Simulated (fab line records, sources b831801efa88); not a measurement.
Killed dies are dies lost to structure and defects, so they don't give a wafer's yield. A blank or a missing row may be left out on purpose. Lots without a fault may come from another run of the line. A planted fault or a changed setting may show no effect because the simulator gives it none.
fab line records | flow sky130
record lots=24 wafers=72 last_day=50
route steps=708 shown METAL3@568 VIA3@574 CAP2M@606 VIA4@651
lots that met no fault: from a run of the same line without faults
start_h: hours from the record's first day to the start of the lot's first wafer shown | wait_h: hours since the lot's step before | " the same as in the row above | L1.1+2: a row that stands for several wafers | - no value, or no start given | * or withheld: withheld | < > ~ a bound
route shown NAME@n: a module of which the file shows steps, and the number in the route of the first | usual: mean/standard deviation of fault-free wafers | same: alike in all rows | chamber/n: place in a boat | sites: the reading at each site | _std_site: their standard deviation | _edge_site: outer sites' mean less inner sites' | radius_mm: how far each site lies from the wafer's centre | mask NAME#n: copy n | behind: the tool/chamber that last shaped the wafer | hold: why the lot was held/for how many hours/how that ended | device: the transistor (n, p or np) that didn't switch | end of line: the same wafers' tests at the end of the route | a step without rows: its recipe alone | killed: dies lost to structure and defects at the first sort, not the wafer's yield | map: a wafer's dies, x killed, . not, _ none there
set.NAME: the setting as run; set.NAME@STEP: as run at that earlier step | model.NAME: the simulator's own value behind a step, which no gauge read
steps of the route over a sample of lots; a table a step, a row a wafer
services: from which hour (start_h, from the record's first day; less than 0 if before it) a tool's chamber was out of use, for how many hours, and why
## steps
# step SKY_METAL3_METAL_ETCH_18
# recipe target_depth_a=8450 stop_on=SiO2 over_etch_frac=0.3 time_s=183.1 chemistry=Cl2/BCl3 resist_sidewall_deg=88 pressure_mtorr=10 icp_w=900 bias_w=48.5 Cl2_flow_sccm=60 bcl3_flow_sccm=30
# usual drypump_motor_current_A=5.69/0.23 oes_product_au=0.866/0.0075 throttle_valve_pct=22.265/0.0091
# columns lot.wafer tool chamber start_h wait_h drypump_motor_current_A oes_product_au rf_hours_counter_h throttle_valve_pct
L074.1 rie_metal-02 0 909.35 0.0 5.60 0.859 3 22.265
L074.2 " 1 " " 6.00 0.876 12 22.259
L074.3 " 0 " " 5.61 0.872 - 22.272
L075.1 rie_metal-03 0 914.00 0.0 5.37 0.865 13 22.260
L075.4 " 0 " " 5.38 0.857 - 22.278
L075.5 " 1 " " 5.78 0.870 - 22.269
L076.4 rie_metal-03 1 919.62 0.1 5.80 0.858 - 22.263
L076.5 " 1 " " 5.79 0.864 - 22.265
L076.6 " 0 " " 5.35 0.853 - 22.259
L077.1 rie_metal-03 1 933.25 0.0 5.73 0.861 2 22.264
L077.4 " 0 " " 5.35 0.867 - 22.283
L077.5 " 0 " " 5.37 0.876 - 22.271
L078.3 rie_metal-01 0 935.57 0.1 5.96 0.874 - 22.261
L078.5 " 0 " " 5.94 0.864 - 22.254
L078.6 " 1 " " 5.44 0.866 - 22.271
L079.1 rie_metal-02 0 943.21 0.0 5.61 0.865 5 22.262
L079.3 " 0 " " 5.63 0.874 - 22.260
L079.4 " 1 " " 5.99 0.863 - 22.259
L080.1 rie_metal-02 1 954.36 0.0 5.98 0.868 14 22.262
L080.2 " 0 " " 5.62 0.865 5 22.258
L080.4 " 0 " " 5.61 0.868 - 22.276
L081.3 rie_metal-02 1 961.32 0.1 6.00 0.864 - 22.279
L081.5 " 0 " " 5.62 0.860 - 22.257
L081.6 " 1 " " 5.98 0.873 - 22.273
L082.1 rie_metal-01 1 963.56 0.0 5.44 0.866 9 22.273
L082.3 " 0 " " 5.94 0.875 - 22.254
L082.5 " 0 " " 5.90 0.859 - 22.261
L083.1 rie_metal-03 0 967.10 0.0 5.36 0.867 15 22.262
L083.2 " 1 " " 5.75 0.854 4 22.269
L083.4 " 0 " " 5.37 0.880 - 22.266
L084.2 rie_metal-01 0 983.76 0.0 5.95 0.863 7 22.267
L084.3 " 1 " " 5.39 0.871 - 22.257
L084.4 " 0 " " 5.92 0.863 - 22.285
L085.2 rie_metal-02 1 986.36 0.0 5.99 0.863 16 22.263
L085.3 " 1 " " 5.97 0.857 - 22.254
L085.5 " 1 " " 5.96 0.871 - 22.284
L086.1 rie_metal-03 0 993.95 0.0 5.33 0.879 17 22.254
L086.3 " 1 " " 5.78 0.872 - 22.266
L086.6 " 1 " " 5.79 0.865 - 22.278
L087.1 rie_metal-02 0 1003.21 0.0 5.63 0.860 8 22.274
L087.4 " 1 " " 5.99 0.883 - 22.261
L087.5 " 0 " " 5.60 0.859 - 22.264
L088.2 rie_metal-03 0 1008.26 0.0 5.34 0.855 17 22.243
L088.4 " 1 " " 5.76 0.869 - 22.270
L088.6 " 1 " " 5.75 0.850 - 22.259
L089.4 rie_metal-03 0 1013.32 0.1 5.35 0.843 - 22.279
L089.5 " 1 " " 5.78 0.865 - 22.272
L089.6 " 0 " " 5.36 0.857 - 22.265
L090.1 rie_metal-02 1 1020.55 0.0 5.99 0.875 17 22.271
L090.3 " 1 " " 5.98 0.864 - 22.280
L090.6 " 0 " " 5.61 0.868 - 22.258
L091.1 rie_metal-02 0 1026.81 0.0 5.58 0.876 9 22.259
L091.3 " 0 " " 5.60 0.879 - 22.261
L091.4 " 1 " " 5.98 0.873 - 22.255
L092.1 rie_metal-02 0 1033.46 0.0 5.63 0.859 10 22.286
L092.2 " 1 " " 5.98 0.864 18 22.272
L092.6 " 0 " " 5.60 0.855 - 22.266
L093.3 rie_metal-01 1 1040.27 0.1 5.41 0.867 - 22.257
L093.4 " 0 " " 5.92 0.866 - 22.233
L093.5 " 0 " " 5.88 0.865 - 22.275
L094.2 rie_metal-03 1 1040.56 0.0 5.78 0.864 8 22.268
L094.4 " 0 " " 5.35 0.864 - 22.269
L094.5 " 0 " " 5.40 0.868 - 22.259
L095.2 rie_metal-01 0 1047.65 0.0 5.87 0.847 11 22.270
L095.3 " 0 " " 5.95 0.872 - 22.266
L095.4 " 1 " " 5.43 0.857 - 22.266
L096.2 rie_metal-02 0 1053.40 0.0 5.58 0.859 11 22.278
L096.3 " 1 " " 6.00 0.872 - 22.266
L096.4 " 0 " " 5.60 0.861 - 22.254
L097.2 rie_metal-02 0 1062.15 0.0 5.61 0.860 12 22.273
L097.4 " 1 " " 5.98 0.863 - 22.256
L097.6 " 0 " " 5.61 0.860 - 22.253
# step SKY_VIA3_THK_MEAS_01
# recipe reads=SiO2_of_VIA3_HDPCVD_00
# usual VIA3_HDPCVD_THK=1626/21
# columns lot.wafer tool chamber start_h wait_h VIA3_HDPCVD_THK[nm]
L074.1 film_metro-03 - 910.30 0.1 1620
L074.2 " - " " 1652
L074.3 " - " " 1596
L075.1 film_metro-03 - 914.94 0.1 1629
L075.4 " - " " 1608
L075.5 " - " " 1633
L076.4 film_metro-04 - 920.59 0.0 1597
L076.5 " - " " 1651
L076.6 " - " " 1631
L077.1 film_metro-04 - 934.26 0.1 1658
L077.4 " - " " 1623
L077.5 " - " " 1644
L078.3 film_metro-03 - 936.47 0.1 1629
L078.5 " - " " 1664
L078.6 " - " " 1611
L079.1 film_metro-04 - 944.29 0.1 1642
L079.3 " - " " 1635
L079.4 " - " " 1631
L080.1 film_metro-04 - 955.64 0.1 1601
L080.2 " - " " 1608
L080.4 " - " " 1613
L081.3 film_metro-03 - 962.23 0.1 1631
L081.5 " - " " 1625
L081.6 " - " " 1582
L082.1 film_metro-04 - 964.49 0.1 1589
L082.3 " - " " 1592
L082.5 " - " " 1570
L083.1 film_metro-01 - 968.04 0.1 1609
L083.2 " - " " 1628
L083.4 " - " " 1633
L084.2 film_metro-04 - 984.71 0.1 1634
L084.3 " - " " 1604
L084.4 " - " " 1633
L085.2 film_metro-03 - 987.35 0.1 1678
L085.3 " - " " 1646
L085.5 " - " " 1665
L086.1 film_metro-03 - 994.89 0.1 1639
L086.3 " - " " 1628
L086.6 " - " " 1621
L087.1 film_metro-03 - 1004.14 0.1 1626
L087.4 " - " " 1602
L087.5 " - " " 1629
L088.2 film_metro-01 - 1009.21 0.1 1657
L088.4 " - " " 1611
L088.6 " - " " 1638
L089.4 film_metro-01 - 1014.26 0.0 1600
L089.5 " - " " 1630
L089.6 " - " " 1630
L090.1 film_metro-03 - 1021.50 0.1 1610
L090.3 " - " " 1617
L090.6 " - " " 1642
L091.1 film_metro-04 - 1027.75 0.1 1610
L091.3 " - " " 1608
L091.4 " - " " 1611
L092.1 film_metro-03 - 1034.44 0.1 1649
L092.2 " - " " 1677
L092.6 " - " " 1642
L093.3 film_metro-04 - 1041.18 0.1 1637
L093.4 " - " " 1633
L093.5 " - " " 1621
L094.2 film_metro-04 - 1041.95 0.1 1624
L094.4 " - " " 1642
L094.5 " - " " 1633
L095.2 film_metro-04 - 1048.64 0.1 1640
L095.3 " - " " 1630
L095.4 " - " " 1650
L096.2 film_metro-01 - 1054.36 0.1 1611
L096.3 " - " " 1639
L096.4 " - " " 1630
L097.2 film_metro-03 - 1063.13 0.1 1574
L097.4 " - " " 1598
L097.6 " - " " 1631
# step SKY_VIA3_CVD_21
# recipe material=W target_thk_nm=390 time_s=117.31 temp_c=400 pressure_torr=40
# usual chamber_pressure_Torr=39.98/0.094 heater_power_w=792/41
# columns lot.wafer tool chamber start_h wait_h chamber_pressure_Torr heater_power_w since_wet_clean_h
L074.1 cvd_w-01 0 937.02 0.0 40.06 887 19
L074.2 " 1 " " 40.04 713 19
L074.3 " 0 " " 40.00 893 -
L075.1 cvd_w-01 0 941.71 0.0 39.99 890 24
L075.4 " 1 " " 40.05 741 -
L075.5 " 0 " " 40.06 880 -
L076.4 cvd_w-02 0 947.07 0.1 39.91 791 -
L076.5 " 0 " " 39.88 793 -
L076.6 " 1 " " 39.93 800 -
L077.1 cvd_w-01 0 959.59 0.0 39.99 894 42
L077.4 " 0 " " 40.11 873 -
L077.5 " 1 " " 39.86 739 -
L078.3 cvd_w-01 1 962.26 0.1 39.94 742 -
L078.5 " 1 " " 39.92 728 -
L078.6 " 0 " " 39.95 900 -
L079.1 cvd_w-02 0 969.51 0.0 40.03 798 566
L079.3 " 0 " " 40.09 785 -
L079.4 " 1 " " 39.93 749 -
L080.1 cvd_w-01 1 980.61 0.0 40.04 727 63
L080.2 " 0 " " 40.08 907 63
L080.4 " 1 " " 39.97 727 -
L081.3 cvd_w-02 0 987.92 0.1 39.93 780 -
L081.5 " 0 " " 39.93 778 -
L081.6 " 1 " " 40.02 770 -
L082.1 cvd_w-02 0 989.77 0.0 40.00 775 586
L082.3 " 1 " " 40.01 781 -
L082.5 " 0 " " 40.18 799 -
L083.1 cvd_w-02 1 993.46 0.0 40.01 789 589
L083.2 " 0 " " 39.99 784 589
L083.4 " 0 " " 40.04 797 -
L084.2 cvd_w-02 0 1009.70 0.0 40.04 825 606
L084.3 " 0 " " 40.01 769 -
L084.4 " 1 " " 40.00 771 -
L085.2 cvd_w-02 1 1011.36 0.0 40.08 795 607
L085.3 " 0 " " 39.95 796 -
L085.5 " 1 " " 40.34 772 -
L086.1 cvd_w-02 1 1019.45 0.0 40.05 782 615
L086.3 " 1 " " 39.86 772 -
L086.6 " 0 " " 39.97 800 -
L087.1 cvd_w-02 0 1028.92 0.0 39.98 792 625
L087.4 " 0 " " 40.08 787 -
L087.5 " 1 " " 40.04 778 -
L088.2 cvd_w-02 0 1033.56 0.0 40.04 787 630
L088.4 " 0 " " 39.81 804 -
L088.6 " 1 " " 40.10 761 -
L089.4 cvd_w-02 1 1037.95 0.1 39.86 763 -
L089.5 " 1 " " 40.16 788 -
L089.6 " 0 " " 39.94 799 -
L090.1 cvd_w-02 1 1044.68 0.0 39.92 788 641
L090.3 " 0 " " 39.98 801 -
L090.6 " 1 " " 39.96 795 -
L091.1 cvd_w-02 1 1051.03 0.0 39.96 779 647
L091.3 " 0 " " 39.96 798 -
L091.4 " 1 " " 39.87 793 -
L092.1 cvd_w-02 1 1057.82 0.0 40.05 775 654
L092.2 " 0 " " 39.90 803 654
L092.6 " 0 " " 39.89 802 -
L093.3 cvd_w-02 0 1064.77 0.1 39.93 814 -
L093.4 " 0 " " 39.87 798 -
L093.5 " 0 " " 39.88 803 -
L094.2 cvd_w-02 0 1065.47 0.1 40.00 798 -
L094.4 " 0 " " 39.98 787 -
L094.5 " 0 " " 39.88 786 -
L095.2 cvd_w-02 0 1071.90 0.0 39.96 799 668
L095.3 " 0 " " 39.99 772 -
L095.4 " 1 " " 40.04 790 -
L096.2 cvd_w-02 1 1077.82 0.0 39.96 767 674
L096.3 " 0 " " 40.00 788 -
L096.4 " 1 " " 39.83 783 -
L097.2 cvd_w-02 1 1086.86 0.0 39.86 764 683
L097.4 " 1 " " 39.87 774 -
L097.6 " 0 " " 40.03 775 -
# step SKY_VIA3_CMP_24
# recipe stop_on=SiO2 t_overpolish_s=20 down_force_psi=3.5 platen_rpm=60 target_thk_nm=0 pad_velocity_m_s=0.94248
# usual motor_current_A=11.0/1.2 overpolish_run_s=20.002/0.009 time_to_endpoint_s=93/5.1
# columns lot.wafer tool chamber start_h wait_h motor_current_A overpolish_run_s time_to_endpoint_s
L074.1 cmp-01 2 937.33 0.1 11.4 20.005 92
L074.3 " 3 " " 11.4 20.004 90
L074.2 " 0 " " 10.9 20.014 92
L075.4 cmp-01 0 942.06 0.1 10.3 19.987 90
L075.1 " 1 " " 10.8 20.005 82
L075.5 " 0 " " 11.2 20.005 88
L076.4 cmp-02 2 947.48 0.2 12.6 20.002 93
L076.6 " 3 " " 8.3 20.005 89
L076.5 " 0 " " 10.2 20.007 89
L077.1 cmp-02 1 959.94 0.1 11.8 20.022 94
L077.4 " 3 " " 8.8 19.988 85
L077.5 " 0 " " 10.7 20.005 89
L078.3 cmp-02 1 962.67 0.2 12.2 20.004 100
L078.6 " 2 " " 12.9 20.000 94
L078.5 " 3 " " 9.1 20.001 90
L079.3 cmp-02 1 969.87 0.1 12.1 20.004 101
L079.1 " 3 " " 9.3 20.020 88
L079.4 " 0 " " 10.4 19.992 90
L080.4 cmp-02 1 980.91 0.0 11.8 20.014 104
L080.1 " 3 " " 8.6 20.004 91
L080.2 " 0 " " 10.8 19.995 89
L081.3 cmp-02 3 988.34 0.2 8.2 19.989 91
L081.6 " 0 " " 10.8 19.987 91
L081.5 " 1 " " 11.8 19.999 102
L082.1 cmp-02 3 990.07 0.1 8.7 19.996 89
L082.3 " 2 " " 12.2 20.001 94
L082.5 " 0 " " 10.1 20.001 90
L083.4 cmp-01 3 993.76 0.0 11.2 20.015 88
L083.2 " 0 " " 10.0 20.005 89
L083.1 " 2 " " 10.9 20.013 89
L084.4 cmp-02 3 1010.00 0.0 9.5 20.009 95
L084.3 " 0 " " 9.8 19.999 91
L084.2 " 2 " " 12.5 20.008 95
L085.2 cmp-01 0 1011.72 0.1 11.0 20.004 90
L085.3 " 2 " " 10.4 20.012 90
L085.5 " 0 " " 10.4 20.002 91
L086.3 cmp-01 2 1019.76 0.0 10.6 20.006 85
L086.1 " 3 " " 11.2 20.006 91
L086.6 " 2 " " 10.5 20.008 87
L087.4 cmp-02 3 1029.22 0.0 8.4 19.994 95
L087.1 " 2 " " 13.1 20.004 97
L087.5 " 3 " " 8.7 20.001 93
L088.2 cmp-02 3 1033.97 0.1 8.7 20.002 93
L088.4 " 0 " " 10.3 20.013 94
L088.6 " 2 " " 12.7 20.002 97
L089.4 cmp-01 2 1038.31 0.1 11.1 19.997 92
L089.5 " 0 " " 10.8 20.020 99
L089.6 " 1 " " 11.2 19.989 91
L090.1 cmp-01 3 1044.98 0.1 11.3 20.023 96
L090.3 " 2 " " 10.4 19.995 94
L090.6 " 3 " " 11.1 20.003 93
L091.4 cmp-01 3 1051.34 0.0 11.3 19.990 91
L091.3 " 1 " " 11.6 20.005 90
L091.1 " 2 " " 10.0 20.015 90
L092.2 cmp-02 1 1058.12 0.0 11.6 20.018 108
L092.1 " 2 " " 12.7 19.995 98
L092.6 " 2 " " 12.3 20.003 102
L093.4 cmp-02 3 1065.21 0.1 8.6 20.003 93
L093.3 " 0 " " 10.0 19.986 88
L093.5 " 2 " " 13.1 19.998 92
L094.2 cmp-02 0 1065.85 0.0 10.0 20.003 93
L094.4 " 2 " " 13.1 20.007 99
L094.5 " 0 " " 10.3 20.000 96
L095.3 cmp-01 3 1072.20 0.0 11.7 20.003 94
L095.2 " 1 " " 10.9 19.999 90
L095.4 " 2 " " 10.6 20.003 91
L096.4 cmp-01 1 1078.12 0.0 10.8 19.992 90
L096.3 " 2 " " 10.7 20.013 91
L096.2 " 0 " " 11.2 20.013 90
L097.4 cmp-01 2 1087.54 0.4 11.1 19.998 90
L097.2 " 3 " " 11.5 19.989 93
L097.6 " 0 " " 11.0 19.988 94
# step SKY_CAP2M_RS_MEAS_03
# recipe thk_meas_gauge=four-point-probe reads=TiN_of_CAP2M_SPUTTER_02
# usual CAP2M_TIN_RS=6.93/0.083
# columns lot.wafer tool chamber start_h wait_h CAP2M_TIN_RS[ohm/sq]
L074.1 film_metro-04 - 937.97 0.1 7.00
L074.2 " - " " 7.02
L074.3 " - " " 6.97
L075.1 film_metro-01 - 942.66 0.1 6.89
L075.4 " - " " 6.91
L075.5 " - " " 7.01
L076.4 film_metro-04 - 948.03 0.1 7.04
L076.5 " - " " 6.99
L076.6 " - " " 7.00
L077.1 film_metro-04 - 960.55 0.1 6.91
L077.4 " - " " 6.78
L077.5 " - " " 6.89
L078.3 film_metro-02 - 963.22 0.1 6.76
L078.5 " - " " 6.79
L078.6 " - " " 6.73
L079.1 film_metro-04 - 970.51 0.1 6.98
L079.3 " - " " 6.87
L079.4 " - " " 6.87
L080.1 film_metro-01 - 981.55 0.1 6.86
L080.2 " - " " 6.91
L080.4 " - " " 6.94
L081.3 film_metro-04 - 988.87 0.1 6.92
L081.5 " - " " 7.00
L081.6 " - " " 7.10
L082.1 film_metro-01 - 990.71 0.1 6.92
L082.3 " - " " 6.95
L082.5 " - " " 6.98
L083.1 film_metro-01 - 994.41 0.1 7.05
L083.2 " - " " 6.89
L083.4 " - " " 7.07
L084.2 film_metro-01 - 1010.67 0.1 6.92
L084.3 " - " " 6.90
L084.4 " - " " 6.79
L085.2 film_metro-02 - 1012.34 0.1 6.84
L085.3 " - " " 6.98
L085.5 " - " " 6.99
L086.1 film_metro-04 - 1020.40 0.1 6.90
L086.3 " - " " 6.86
L086.6 " - " " 6.93
L087.1 film_metro-02 - 1029.87 0.1 6.85
L087.4 " - " " 6.91
L087.5 " - " " 7.00
L088.2 film_metro-02 - 1034.54 0.1 6.91
L088.4 " - " " 6.92
L088.6 " - " " 6.89
L089.4 film_metro-01 - 1038.92 0.1 6.94
L089.5 " - " " 6.93
L089.6 " - " " 6.91
L090.1 film_metro-02 - 1045.63 0.1 7.00
L090.3 " - " " 6.94
L090.6 " - " " 6.96
L091.1 film_metro-01 - 1051.98 0.1 6.86
L091.3 " - " " 6.96
L091.4 " - " " 6.93
L092.1 film_metro-02 - 1058.77 0.1 6.88
L092.2 " - " " 6.87
L092.6 " - " " 7.03
L093.3 film_metro-02 - 1065.80 0.1 7.01
L093.4 " - " " 7.03
L093.5 " - " " 6.95
L094.2 film_metro-01 - 1066.52 0.1 7.03
L094.4 " - " " 6.99
L094.5 " - " " 6.96
L095.2 film_metro-04 - 1072.87 0.1 6.87
L095.3 " - " " 6.78
L095.4 " - " " 6.79
L096.2 film_metro-02 - 1078.79 0.1 6.79
L096.3 " - " " 6.88
L096.4 " - " " 6.82
L097.2 film_metro-04 - 1088.11 0.1 7.04
L097.4 " - " " 6.87
L097.6 " - " " 6.87
# step SKY_VIA4_ETCH_12
# recipe target=SiO2 chemistry=C4F8/O2/Ar stop_on=TiN mask_material=NOVOLAK source_w=1500 bias_w=1200 pressure_mtorr=40 c4f8_flow_sccm=withheld O2_flow_sccm=6 Ar_flow_sccm=300 time_s=withheld target_depth_a=5800
# usual oes_product_au=0.926/0.0041
# columns lot.wafer tool chamber start_h wait_h oes_product_au
L074.1 rie_diel-04 0 1012.28 0.0 0.927
L074.2 " 1 " " 0.925
L074.3 " 2 " " 0.930
L075.1 rie_diel-04 1 1016.99 0.0 0.926
L075.4 " 2 " " 0.927
L075.5 " 3 " " 0.926
L076.4 rie_diel-04 2 1020.58 0.0 0.931
L076.5 " 0 " " 0.931
L076.6 " 1 " " 0.924
L077.1 rie_diel-04 0 1033.18 0.0 0.932
L077.4 " 3 " " 0.926
L077.5 " 0 " " 0.923
L078.3 rie_diel-03 0 1035.24 0.0 0.929
L078.5 " 3 " " 0.922
L078.6 " 0 " " 0.926
L079.1 rie_diel-02 3 1042.49 0.0 0.928
L079.3 " 1 " " 0.925
L079.4 " 2 " " 0.925
L080.1 rie_diel-04 3 1052.14 0.0 0.921
L080.2 " 1 " " 0.926
L080.4 " 2 " " 0.924
L081.3 rie_diel-02 0 1059.44 0.0 0.937
L081.5 " 2 " " 0.925
L081.6 " 3 " " 0.928
L082.1 rie_diel-04 1 1060.73 0.0 0.922
L082.3 " 2 " " 0.924
L082.5 " 1 " " 0.933
L083.1 rie_diel-04 2 1064.14 0.0 0.928
L083.2 " 0 " " 0.923
L083.4 " 1 " " 0.932
L084.2 rie_diel-02 1 1079.83 0.0 0.923
L084.3 " 3 " " 0.931
L084.4 " 2 " " 0.919
L085.2 rie_diel-03 2 1081.14 0.0 0.934
L085.3 " 3 " " 0.921
L085.5 " 1 " " 0.920
L086.1 rie_diel-03 2 1088.14 0.0 0.919
L086.3 " 0 " " 0.928
L086.6 " 2 " " 0.927
L087.1 rie_diel-04 3 1095.98 0.0 0.926
L087.4 " 1 " " 0.928
L087.5 " 3 " " 0.932
L088.2 rie_diel-04 0 1099.84 0.0 0.923
L088.4 " 2 " " 0.926
L088.6 " 2 " " 0.925
L089.4 rie_diel-02 2 1105.40 0.0 0.931
L089.5 " 2 " " 0.932
L089.6 " 1 " " 0.924
L090.1 rie_diel-02 1 1111.78 0.0 0.925
L090.3 " 3 " " 0.934
L090.6 " 0 " " 0.925
L091.1 rie_diel-03 2 1117.98 0.0 0.924
L091.3 " 1 " " 0.930
L091.4 " 3 " " 0.921
L092.1 rie_diel-02 2 1122.28 0.0 0.931
L092.2 " 3 " " 0.929
L092.6 " 2 " " 0.921
L093.3 rie_diel-04 3 1129.93 0.0 0.921
L093.4 " 2 " " 0.923
L093.5 " 0 " " 0.917
L094.2 rie_diel-04 1 1130.58 0.0 0.929
L094.4 " 2 " " 0.927
L094.5 " 3 " " 0.926
L095.2 rie_diel-03 3 1135.20 0.0 0.927
L095.3 " 1 " " 0.922
L095.4 " 2 " " 0.921
L096.2 rie_diel-02 0 1141.13 0.0 0.922
L096.3 " 1 " " 0.923
L096.4 " 3 " " 0.925
L097.2 rie_diel-04 2 1148.99 0.0 0.925
L097.4 " 0 " " 0.930
L097.6 " 3 " " 0.931
## services
# columns tool chamber start_h hours kind
rie_diel-04 1 898.57 21.4 repair
cmp-01 - 912.00 4.0 pm
cmp-02 - 924.56 2.2 repair
cmp-01 - 936.42 0.9 repair
rie_diel-04 - 948.00 2.8 pm
cvd_w-02 1 950.18 4.1 repair
cvd_w-02 - 965.02 3.9 repair
rie_metal-02 - 985.62 0.2 repair
cvd_w-02 0 996.84 3.7 repair
cmp-01 - 997.92 0.6 repair
cmp-02 - 1013.08 3.8 pm
cmp-02 - 1023.78 3.6 repair
rie_diel-04 - 1028.71 1.9 repair
cvd_w-02 1 1060.07 9.5 repair
rie_diel-04 2 1068.56 3.8 repair
cmp-02 - 1076.90 0.7 repair
cmp-02 - 1083.31 6.1 repair
cmp-02 - 1089.46 4.0 pm
cvd_w-02 0 1090.09 2.7 repair
cmp-02 - 1093.46 4.6 pm
cmp-02 - 1115.23 2.1 repair
cmp-02 - 1116.77 0.8 repair
cmp-02 - 1124.75 1.3 repair
rie_diel-04 1 1139.41 6.7 repair
## key
fault none
